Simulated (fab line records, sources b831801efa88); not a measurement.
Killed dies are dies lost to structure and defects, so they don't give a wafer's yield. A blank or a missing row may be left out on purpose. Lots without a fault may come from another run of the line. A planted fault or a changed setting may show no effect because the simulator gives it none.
Problem report in the 8D (eight disciplines) form, filled by code | flow sky130 | the parts of the form that need people (team, actions taken, sign-off) are left out

1. THE PROBLEM
strip_time_to_endpoint_s at SKY_FIELD_ISO_STRIP_16 reads a mean of 2.70 s on 2 wafers of 2 lots; wafers without a fault read 3.54 s with a standard deviation of 0.051. That is -16 standard deviations from the usual mean.
The step: strips in O2/N2.
First seen on wafer L567.6, day 3 12:47, on plasma_asher-02. The record holds 33 wafers of 11 lots with a number at this step. Rule for "out", or "out of limits": more than 4 standard deviations from the usual mean. The other wafers with a number count as sound.

2. WHAT IT IS AND WHAT IT IS NOT
question                    | is                                       | is not
which readings at this step | strip_time_to_endpoint_s, oes_product_au | chamber_pressure_mTorr, drypump_motor_current_A
which lots                  | L567, L569                               | L561, L562, L564, L565, L575, L577, L578, L581, L583
which wafers of those lots  | L567.6, L569.6                           | L567.3, L567.5, L569.4, L569.5
read on which tools         | plasma_asher-02                          | plasma_asher-01, plasma_asher-03
when                        | from day 3 12:47                         | up to then (14 sound wafers); but 17 sound wafers of L569, L575, L577, L578, L581, L583 came after

3. SUSPECTS, AND WHAT RULES EACH OUT
Counting: a tool at a process step up to the reading stays a suspect if it ran every lot that is out. Sound lots after the first of them don't rule it out here, since some wafers of a struck lot are sound.
- rie_diel-02 at SKY_FIELD_ISO_ETCH_14 (etches BARC in N2/H2, stops on SiO2, time 45.9 s, target depth 60 nm): kept. It ran every lot that is out, first L567 (day 3 12:39); its last sound lot up to then is L565 (day 3 02:05).
- rie_diel-02 at SKY_FIELD_ISO_ETCH_15 (etches the open film in CHF3/O2, stops on Si, target depth 180 nm, time 72 s): kept. It ran every lot that is out, first L567 (day 3 12:41); its last sound lot up to then is L565 (day 3 02:08).
- plasma_asher-02 at SKY_FIELD_ISO_STRIP_16 (strips in O2/N2): kept. It ran every lot that is out, first L567 (day 3 12:47); its last sound lot up to then is L565 (day 3 02:11). Its own readings are out on those wafers: oes_product_au, strip_time_to_endpoint_s.
Left after counting: rie_diel-02 at SKY_FIELD_ISO_ETCH_14, rie_diel-02 at SKY_FIELD_ISO_ETCH_15, plasma_asher-02 at SKY_FIELD_ISO_STRIP_16.

4. THE CAUSE (what the simulator had put in)
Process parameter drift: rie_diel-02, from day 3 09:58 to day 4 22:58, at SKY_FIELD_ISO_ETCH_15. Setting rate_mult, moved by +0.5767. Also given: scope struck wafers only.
Counting left 3 suspects, and this tool is among them.

5. THE CHAIN OF EFFECTS, in route order
Each row: a reading whose mean over the struck wafers that have a number lies more than 3 standard deviations from the usual. Only readings for which the record gives a usual standard deviation are gone through. hours: the time from each lot's start at the first step in this table that gives one to its start at this step, as a median over the lots. sigmas: the change in usual standard deviations.
hours | step                   | reading                  | usual      | on struck wafers | change | sigmas
0     | SKY_FIELD_ISO_STRIP_16 | oes_product_au           | 0.377 a.u. | 0.342            | -0.035 | -6.8
0     | SKY_FIELD_ISO_STRIP_16 | strip_time_to_endpoint_s | 3.54 s     | 2.70             | -0.84  | -16
The process steps in it:
- SKY_FIELD_ISO_STRIP_16: strips in O2/N2.
Later measuring or inspecting steps at which every struck wafer that the step has a row for has a number for every such reading, and none has moved that far: SKY_PWDE_OVL_MEAS_07, SKY_NWELL_TW_MEAS_15.

6. WHAT WOULD HAVE CAUGHT IT SOONER
In this record the first reading out of limits was taken at day 3 12:47, 3 hours after the fault began at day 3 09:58.
Of the tool readings at SKY_FIELD_ISO_ETCH_15 for which the record gives a usual standard deviation, none was out on any struck wafer, so an alarm limit of 4 standard deviations on them would not have fired.
Of the lots that are out (2), L569 began SKY_FIELD_ISO_ETCH_15 on rie_diel-02 after day 3 12:47. A hold on the tool at that time would have spared it.
